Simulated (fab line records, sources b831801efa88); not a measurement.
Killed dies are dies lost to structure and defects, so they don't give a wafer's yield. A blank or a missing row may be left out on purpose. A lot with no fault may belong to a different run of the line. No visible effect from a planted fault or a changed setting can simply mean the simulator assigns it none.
fab line records	flow sky130
record: lots: 7	wafers: 21	last_day: 47
route steps=708 shown POLY_CUT@312 SD_P@320 PAD_OPEN@708
lots untouched by any fault: they come from a run of this same line in which no faults occurred
start_h: hours from the record's first day to the start of the lot's first wafer shown	wait_h: time in hours since the lot's previous step	" as in the row above	L1.1+2: one row covering several wafers at once	- value missing, or start not given	* or withheld: withheld	< > ~ a bound
route shown NAME@n: names a module that has steps shown in the file, with the first one's number in the route	usual: the fault-free wafers' mean and standard deviation	same: alike in all rows	chamber/n: place in a boat	sites: readings site by site	_std_site: how widely they spread, as a standard deviation	_edge_site: outer sites' mean less inner sites'	radius_mm: for every site, how far away it sits from the centre of the wafer	mask NAME#n: copy n	behind: the most recent tool/chamber to have shaped the wafer	hold: why the lot went on hold/how many hours it stayed there/how the hold came to an end	device: the transistor (n, p or np) that didn't switch	end of line: the tests these same wafers got at the end of their route	for a step that has no rows: nothing shown but its recipe	killed: dies lost to structure and defects at the first sort, not the wafer's yield	map: a wafer's dies, x killed, . not, _ none there
set.NAME: the setting as run; set.NAME@STEP: as run at that earlier step	model.NAME: the simulator's own value behind a step, which no gauge read
a table for each step, a row for each wafer; lots at some steps of the route
services: when a tool's chamber went out of use (start_h, in hours from the record's first day, below 0 if earlier), for how many hours, and the reason
== steps ==
step: SKY_POLY_CUT_EXPOSE_05
recipe: mask_id: NPCM	na: 0.8	source_shape: annular	sigma_inner: 0.55	sigma_outer: 0.85	target_cd_nm: 270	dose_mj: 32
step: SKY_POLY_CUT_PEB_06
recipe: peb_temp_c: withheld	peb_time_s: withheld	resist: KrF-thick
step: SKY_POLY_CUT_DEVELOP_07
recipe: develop_time_s: 60	resist: KrF-thick	dev_temp_c: 21
step: SKY_POLY_CUT_CD_MEAS_08
recipe: target_cd_nm: 270
usual: cd_nm: 269.9/1.5
lot.wafer	tool	chamber	start_h	wait_h	cd_nm
L783.1	cd_sem-01	-	592.46	-	271.4
L783.5	"	-	"	"	270.4
L783.6	"	-	"	"	272.6
L781.2	cd_sem-01	-	595.13	-	271.7
L781.4	"	-	"	"	270.3
L781.6	"	-	"	"	270.7
L785.1	cd_sem-02	-	598.71	-	271.6
L785.4	"	-	"	"	271.1
L785.6	"	-	"	"	270.2
L784.1	cd_sem-01	-	602.12	-	267.8
L784.3	"	-	"	"	268.8
L784.5	"	-	"	"	268.7
L788.3	cd_sem-01	-	614.01	-	269.0
L788.4	"	-	"	"	266.9
L788.5	"	-	"	"	267.5
L790.2	cd_sem-01	-	632.88	-	270.4
L790.3	"	-	"	"	269.8
L790.5	"	-	"	"	270.2
L791.3	cd_sem-01	-	667.66	-	270.0
L791.4	"	-	"	"	272.1
L791.5	"	-	"	"	271.8
step: SKY_POLY_CUT_OVL_MEAS_09
usual: POLY_CUT_OVL: 0/4.7
lot.wafer	tool	chamber	start_h	wait_h	POLY_CUT_OVL[nm]
L783.1	overlay-01	-	592.58	0.1	-3
L783.5	"	-	"	"	-3
L783.6	"	-	"	"	2
L781.2	overlay-02	-	595.24	0.1	-2
L781.4	"	-	"	"	0
L781.6	"	-	"	"	0
L785.1	overlay-01	-	598.83	0.1	-12
L785.4	"	-	"	"	-12
L785.6	"	-	"	"	-1
L784.1	overlay-02	-	602.24	0.1	6
L784.3	"	-	"	"	5
L784.5	"	-	"	"	8
L788.3	overlay-01	-	614.10	0.1	-2
L788.4	"	-	"	"	-4
L788.5	"	-	"	"	-9
L790.2	overlay-02	-	632.99	0.1	5
L790.3	"	-	"	"	-1
L790.5	"	-	"	"	6
L791.3	overlay-01	-	667.75	0.1	-4
L791.4	"	-	"	"	-4
L791.5	"	-	"	"	-2
step: SKY_POLY_CUT_ETCH_10
recipe: chemistry: N2/H2	target: BARC	ion_energy_ev: 200	source_w: 500	bias_w: 100	pressure_mtorr: 30	n2_flow_sccm: 100	h2_flow_sccm: 200	stop_on: SiO2	time_s: 45.9	target_depth_a: 600
usual: drypump_motor_current_A: 5.8/0.45	oes_product_au: 0.853/0.0048	throttle_valve_pct: 13.224/0.009
lot.wafer	tool	chamber	start_h	wait_h	drypump_motor_current_A	oes_product_au	rf_hours_counter_h	throttle_valve_pct
L783.1	rie_diel-01	0	592.62	0.0	6.2	0.858	18	13.228
L783.5	"	1	"	"	5.6	0.841	-	13.216
L783.6	"	2	"	"	5.7	0.849	-	13.237
L781.2	rie_diel-01	1	595.27	0.0	5.6	0.863	7	13.223
L781.4	"	0	"	"	6.2	0.854	18	13.223
L781.6	"	1	"	"	5.6	0.853	-	13.240
L785.1	rie_diel-02	1	598.87	0.0	6.7	0.851	1	13.236
L785.4	"	0	"	"	6.2	0.858	-	13.236
L785.6	"	1	"	"	6.7	0.853	-	13.217
L784.1	rie_diel-02	2	602.28	0.0	4.9	0.846	4	13.229
L784.3	"	0	"	"	6.2	0.853	56	13.235
L784.5	"	2	"	"	4.9	0.857	-	13.235
L788.3	rie_diel-03	1	614.13	0.0	5.6	0.859	15	13.199
L788.4	"	3	"	"	5.8	0.846	14	13.233
L788.5	"	0	"	"	5.7	0.854	-	13.230
L790.2	rie_diel-02	2	633.02	0.0	4.9	0.847	4	13.223
L790.3	"	0	"	"	6.2	0.856	57	13.212
L790.5	"	2	"	"	4.9	0.857	-	13.215
L791.3	rie_diel-02	1	667.77	0.0	6.8	0.855	3	13.207
L791.4	"	2	"	"	4.9	0.849	5	13.222
L791.5	"	1	"	"	6.8	0.854	-	13.212
step: SKY_POLY_CUT_ETCH_11
recipe: target: Si3N4	chemistry: CF4/CH2F2/Ar	stop_on: poly-Si	source_w: 600	bias_w: 150	pressure_mtorr: 40	cf4_flow_sccm: 40	ch2f2_flow_sccm: 20	Ar_flow_sccm: 150	time_s: 42.5	target_depth_a: 600
usual: drypump_motor_current_A: 5.8/0.45	oes_product_au: 0.828/0.0064	throttle_valve_pct: 14.993/0.0088
lot.wafer	tool	chamber	start_h	wait_h	drypump_motor_current_A	oes_product_au	rf_hours_counter_h	throttle_valve_pct
L783.1	rie_diel-01	0	592.66	0.0	6.2	0.822	18	14.984
L783.5	"	1	"	"	5.6	0.827	-	14.998
L783.6	"	2	"	"	5.7	0.825	-	14.991
L781.2	rie_diel-01	1	595.31	0.0	5.6	0.839	7	14.989
L781.4	"	0	"	"	6.2	0.840	18	15.011
L781.6	"	1	"	"	5.6	0.842	-	14.985
L785.1	rie_diel-02	1	598.91	0.0	6.7	0.835	1	14.986
L785.4	"	0	"	"	6.1	0.834	-	14.999
L785.6	"	1	"	"	6.7	0.833	-	15.006
L784.1	rie_diel-02	2	602.32	0.0	4.9	0.825	4	14.993
L784.3	"	0	"	"	6.1	0.827	56	14.978
L784.5	"	2	"	"	4.9	0.836	-	14.991
L788.3	rie_diel-03	1	614.17	0.0	5.6	0.830	15	14.996
L788.4	"	3	"	"	5.8	0.827	14	15.001
L788.5	"	0	"	"	5.7	0.834	-	14.985
L790.2	rie_diel-02	2	633.06	0.0	4.9	0.835	4	14.990
L790.3	"	0	"	"	6.2	0.827	57	15.005
L790.5	"	2	"	"	4.9	0.826	-	14.984
L791.3	rie_diel-02	1	667.82	0.0	6.7	0.825	3	15.000
L791.4	"	2	"	"	4.9	0.834	5	14.982
L791.5	"	1	"	"	6.7	0.831	-	14.991
step: SKY_POLY_CUT_STRIP_12
recipe: chemistry: O2/N2	power_w: 1400	pressure_mtorr: 1500	platen_temp_c: withheld	o2_flow_sccm: 3000	n2_flow_sccm: 300	overash_fraction: 0.5
usual: drypump_motor_current_A: 5.73/0.26	oes_product_au: 0.452/0.0048	strip_time_to_endpoint_s: 5.347/0.018
lot.wafer	tool	chamber	start_h	wait_h	drypump_motor_current_A	oes_product_au	rf_hours_counter_h	strip_time_to_endpoint_s
L783.1	plasma_asher-01	0	592.70	0.0	5.83	0.455	16	5.351
L783.5	"	1	"	"	5.71	0.452	-	5.353
L783.6	"	0	"	"	5.87	0.449	-	5.360
L781.2	plasma_asher-03	0	595.35	0.0	5.99	0.457	44	5.350
L781.4	"	0	"	"	6.03	0.451	-	5.370
L781.6	"	1	"	"	5.29	0.454	-	5.351
L785.1	plasma_asher-03	1	598.95	0.0	5.27	0.450	44	5.334
L785.4	"	1	"	"	5.27	0.451	-	5.322
L785.6	"	1	"	"	5.28	0.451	-	5.341
L784.1	plasma_asher-04	0	602.36	0.0	5.60	0.443	92	5.380
L784.3	"	0	"	"	5.59	0.453	-	5.357
L784.5	"	1	"	"	6.00	0.453	-	5.343
L788.3	plasma_asher-04	0	614.24	0.1	5.57	0.448	-	5.331
L788.4	"	1	"	"	6.02	0.443	-	5.307
L788.5	"	1	"	"	6.01	0.450	-	5.327
L790.2	plasma_asher-01	1	633.10	0.0	5.72	0.448	20	5.345
L790.3	"	1	"	"	5.69	0.450	-	5.343
L790.5	"	0	"	"	5.84	0.457	-	5.358
L791.3	plasma_asher-04	1	667.89	0.1	6.01	0.455	-	5.327
L791.4	"	0	"	"	5.57	0.457	-	5.333
L791.5	"	1	"	"	6.00	0.452	-	5.333
step: SKY_SD_P_DEHYDRATE_00
recipe: temp_c: 200	time_s: 60
step: SKY_SD_P_HMDS_01
recipe: prime_time_s: 60	prime_temp_c: 120
step: SKY_SD_P_COAT_02
recipe: resist: NOVOLAK	spin_rpm: 3000	resist_thk_nm: 1140
step: SKY_SD_P_SOFTBAKE_03
recipe: temp_c: 90	time_s: 60	resist: NOVOLAK
step: SKY_SD_P_EXPOSE_04
recipe: mask_id: PSDM	na: 0.6	source_shape: conventional	sigma_outer: 0.6	polarization: unpolarized	target_cd_nm: 380	dose_mj: 138
lot.wafer	tool	chamber	start_h	wait_h	mask	model.SD_P.overlay_x_nm
L783.1+5+6	iline_stepper-01	0	607.95	-	PSDM#0	-0.1332
L781.2+4+6	iline_stepper-01	0	610.84	-	PSDM#0	0.8938
L785.1+4+6	iline_stepper-01	0	613.37	-	PSDM#0	0.1879
L784.1+3+5	iline_stepper-01	0	617.00	-	PSDM#0	-58.43
L788.3+4+5	iline_stepper-02	0	628.16	-	PSDM#0	0.9041
L790.2+3+5	iline_stepper-01	0	647.21	-	PSDM#0	-58.2
L791.3+4+5	iline_stepper-01	0	681.34	-	PSDM#0	-58.45
step: SKY_SD_P_PEB_05
recipe: temp_c: withheld	time_s: *	resist: NOVOLAK
step: SKY_SD_P_DEVELOP_06
recipe: resist: NOVOLAK	developer: TMAH	develop_time_s: 60	dev_temp_c: 23
step: SKY_SD_P_CD_MEAS_07
recipe: target_cd_nm: 380
usual: cd_nm: 379.6/2.6
lot.wafer	tool	chamber	start_h	wait_h	cd_nm
L783.1	cd_sem-01	-	621.42	0.1	381.4
L783.5	"	-	"	"	382.9
L783.6	"	-	"	"	384.2
L781.2	cd_sem-01	-	624.44	0.1	378.9
L781.4	"	-	"	"	380.4
L781.6	"	-	"	"	379.4
L785.1	cd_sem-02	-	627.43	0.1	376.9
L785.4	"	-	"	"	375.6
L785.6	"	-	"	"	376.4
L784.1	cd_sem-01	-	631.07	0.1	381.5
L784.3	"	-	"	"	381.3
L784.5	"	-	"	"	380.2
L788.3	cd_sem-01	-	641.32	0.1	380.1
L788.4	"	-	"	"	379.2
L788.5	"	-	"	"	376.2
L790.2	cd_sem-01	-	661.85	0.1	381.1
L790.3	"	-	"	"	380.2
L790.5	"	-	"	"	384.3
L791.3	cd_sem-01	-	695.66	0.1	379.5
L791.4	"	-	"	"	383.2
L791.5	"	-	"	"	382.3
step: SKY_SD_P_OVL_MEAS_08
usual: SD_P_OVL: -0.1/1.5
lot.wafer	tool	chamber	start_h	wait_h	hold	SD_P_OVL[nm]
L783.1	overlay-02	-	621.54	0.1	-	-1.5
L783.5	"	-	"	"	-	-1.0
L783.6	"	-	"	"	-	-0.4
L781.2	overlay-01	-	624.55	0.1	-	0.7
L781.4	"	-	"	"	-	1.2
L781.6	"	-	"	"	-	0.1
L785.1	overlay-01	-	627.55	0.1	-	0.5
L785.4	"	-	"	"	-	0.7
L785.6	"	-	"	"	-	0.4
L784.1	overlay-02	-	631.19	0.1	await_dispo/0.2h/release	-58.9
L784.3	"	-	"	"	await_dispo/0.2h/release	-58.5
L784.5	"	-	"	"	await_dispo/0.2h/release	-58.5
L784.1	overlay-02	-	631.40	0.2	-	-57.5
L784.3	"	-	"	"	-	-57.8
L784.5	"	-	"	"	-	-57.7
L788.3	overlay-01	-	641.41	0.1	-	1.0
L788.4	"	-	"	"	-	1.0
L788.5	"	-	"	"	-	2.7
L790.2	overlay-02	-	661.96	0.1	await_dispo/0.2h/release	-56.5
L790.3	"	-	"	"	await_dispo/0.2h/release	-55.9
L790.5	"	-	"	"	await_dispo/0.2h/release	-58.1
L790.2	overlay-02	-	662.17	0.2	-	-56.1
L790.3	"	-	"	"	-	-56.3
L790.5	"	-	"	"	-	-57.3
L791.3	overlay-02	-	695.75	0.1	await_dispo/0.2h/release	-60.1
L791.4	"	-	"	"	await_dispo/0.2h/release	-58.5
L791.5	"	-	"	"	await_dispo/0.2h/release	-59.6
L791.3	overlay-02	-	695.97	0.2	-	-59.0
L791.4	"	-	"	"	-	-57.8
L791.5	"	-	"	"	-	-58.5
step: SKY_PAD_OPEN_PROBE_99
usual: defect_limited_yield: 83.0/1.8	killed_at_M0_to_M3: 42/6.6	killed_at_M4_up: 3.0/1.7	killed_at_contacts: 24/5.3	killed_at_front_end: 15/4.5	killed_at_other: 0.2/0.49	killed_dies: 83/9	killed_open: 45/6.9	killed_short: 38/5.8	sort_bin_3_pad_short: 0.8/0.4	sort_bin_5_function: 10.0/1.5	sort_bin_6_memory: 6.1/1.1	sort_n_pass: 409/9	sort_yield_pct: 83.0/1.8
same: gross_dies: 492	killed_at_back_side: 0	sort_bin_4_leakage[%]: 0	sort_bin_8_speed[%]: 0
lot.wafer	tool	chamber	start_h	wait_h	defect_limited_yield[%]	killed_at_M0_to_M3	killed_at_M4_up	killed_at_contacts	killed_at_front_end	killed_at_other	killed_dies	killed_open	killed_short	sort_bin_3_pad_short[%]	sort_bin_5_function[%]	sort_bin_6_memory[%]	sort_n_pass	sort_yield_pct[%]
L781.2	prober-02	-	1114.81	0.1	83.5	34	0	23	24	0	81	43	38	0.4	10.2	5.9	411	83.5
L781.4	prober-02	-	1114.91	0.2	81.3	43	3	31	15	0	92	52	40	1.0	11.6	6.1	400	81.3
L781.6	prober-02	-	1115.01	0.2	84.6	35	0	19	21	1	76	41	35	1.2	7.7	6.5	416	84.6
L785.1	prober-01	-	1116.26	0.1	83.7	32	2	28	18	0	80	53	27	0.6	9.8	5.9	412	83.7
L785.4	prober-01	-	1116.41	0.2	83.7	43	5	23	9	0	80	43	37	0.4	8.9	6.9	412	83.7
L785.6	prober-01	-	1116.51	0.2	82.5	40	4	27	14	1	86	38	45	1.6	10.2	5.7	406	82.5
L788.3	prober-01	-	1117.86	0.2	79.9	52	4	23	20	0	99	49	47	1.4	11.0	7.7	393	79.9
L788.4	prober-01	-	1117.91	0.2	83.5	49	1	23	8	0	81	46	35	0.4	10.6	5.5	411	83.5
L788.5	prober-01	-	1117.96	0.2	82.7	39	3	29	13	1	85	44	41	0.4	11.4	5.5	407	82.7
killed by level:class
L781.2 CONTACT:geometric_particle:open=9 VIA2:geometric_particle:open=8 FIELD_ISO:geometric_particle:short=7 METAL1:geometric_particle:short=7 POLY_GATE:geometric_particle:short=6 FIELD_ISO:geometric_particle:open=5 CONTACT:geometric_particle:short=5 VIA3:geometric_particle:open=5
L781.4 CONTACT:geometric_particle:open=12 VIA1:geometric_particle:open=8 LOCAL_INTERCONNECT:geometric_particle:short=8 METAL1:geometric_particle:short=7 VIA2:geometric_particle:short=6 LI_CONTACT:geometric_particle:open=6 VIA2:geometric_particle:open=6 FIELD_ISO:geometric_particle:open=5
L781.6 VIA2:geometric_particle:open=9 CONTACT:geometric_particle:open=8 VIA1:geometric_particle:open=8 POLY_GATE:geometric_particle:short=7 FIELD_ISO:geometric_particle:short=4 POLY_GATE:geometric_particle:open=4 LI_CONTACT:geometric_particle:open=4 METAL1:geometric_particle:short=4
L785.1 LI_CONTACT:geometric_particle:open=10 VIA1:geometric_particle:open=9 CONTACT:geometric_particle:open=9 VIA2:geometric_particle:open=7 CONTACT:geometric_particle:short=7 FIELD_ISO:geometric_particle:open=6 FIELD_ISO:geometric_particle:short=4 SPACER:geometric_particle:open=4
L785.4 CONTACT:geometric_particle:open=9 VIA1:geometric_particle:open=8 METAL2:geometric_particle:short=8 VIA2:geometric_particle:open=7 LI_CONTACT:geometric_particle:open=6 VIA3:geometric_particle:open=4 LOCAL_INTERCONNECT:geometric_particle:short=4 CONTACT:geometric_particle:short=4
L785.6 LI_CONTACT:geometric_particle:open=8 METAL2:geometric_particle:short=8 CONTACT:geometric_particle:open=7 VIA1:geometric_particle:open=7 VIA2:geometric_particle:open=6 VIA3:geometric_particle:short=5 LOCAL_INTERCONNECT:geometric_particle:short=4 LI_CONTACT:geometric_particle:short=4
L788.3 METAL1:geometric_particle:short=9 VIA1:geometric_particle:open=9 CONTACT:geometric_particle:open=7 LI_CONTACT:geometric_particle:open=7 FIELD_ISO:geometric_particle:open=6 VIA1:geometric_particle:short=6 VIA2:geometric_particle:open=6 METAL2:geometric_particle:short=5
L788.4 VIA1:geometric_particle:open=15 VIA2:geometric_particle:open=9 CONTACT:geometric_particle:open=8 CONTACT:geometric_particle:short=6 METAL1:geometric_particle:short=6 POLY_GATE:geometric_particle:short=5 LOCAL_INTERCONNECT:geometric_particle:short=5 LI_CONTACT:geometric_particle:open=4
L788.5 LI_CONTACT:geometric_particle:open=10 CONTACT:geometric_particle:open=9 METAL2:geometric_particle:short=9 VIA1:geometric_particle:open=7 VIA2:geometric_particle:open=5 VIA3:geometric_particle:open=5 CONTACT:geometric_particle:short=4 VIA1:geometric_particle:short=4
== services ==
tool	chamber	start_h	hours	kind
rie_diel-03	1	583.44	10.1	repair
iline_stepper-01	-	587.19	2.1	pm
rie_diel-03	3	588.05	16.3	repair
iline_stepper-01	-	589.28	-	consumable_replace:lamp
rie_diel-03	0	591.32	7.5	repair
rie_diel-02	3	598.55	6.8	repair
rie_diel-01	0	599.41	6.5	repair
iline_stepper-01	0	616.19	-	calibration
plasma_asher-04	-	623.34	1.2	repair
rie_diel-03	0	642.48	4.2	repair
rie_diel-03	3	645.35	2.8	repair
rie_diel-03	3	654.98	14.0	repair
iline_stepper-01	-	662.77	15.9	repair
== key ==
first_sign: step: SKY_SD_P_OVL_MEAS_08	reading: visit	direction: added
effect: step: SKY_SD_P_OVL_MEAS_08	reading: SD_P_OVL	direction: down	sigmas: 40	usual: -0.1	struck: -58.3
model_effect: step: SKY_SD_P_EXPOSE_04	value: SD_P.overlay_x_nm	without: 0.1709	struck: -58.36
met_at SKY_SD_P_EXPOSE_04
struck_wafers L784.1,L784.3,L784.5,L790.2,L790.3,L790.5,L791.3,L791.4,L791.5
scrapped_behind SKY_SD_P_OVL_MEAS_08 L784.1,L784.3,L784.5,L790.2,L790.3,L790.5,L791.3,L791.4,L791.5
onset_between 613.37 617.00
also_fits SKY_POLY_CUT_ETCH_10:rie_diel-02,SKY_POLY_CUT_ETCH_11:rie_diel-02
fault: kind: scanner_matching_overlay	tool: iline_stepper-01	chamber: -	onset_h: 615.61	steps: SKY_SD_P_EXPOSE_04	offset: -58.529
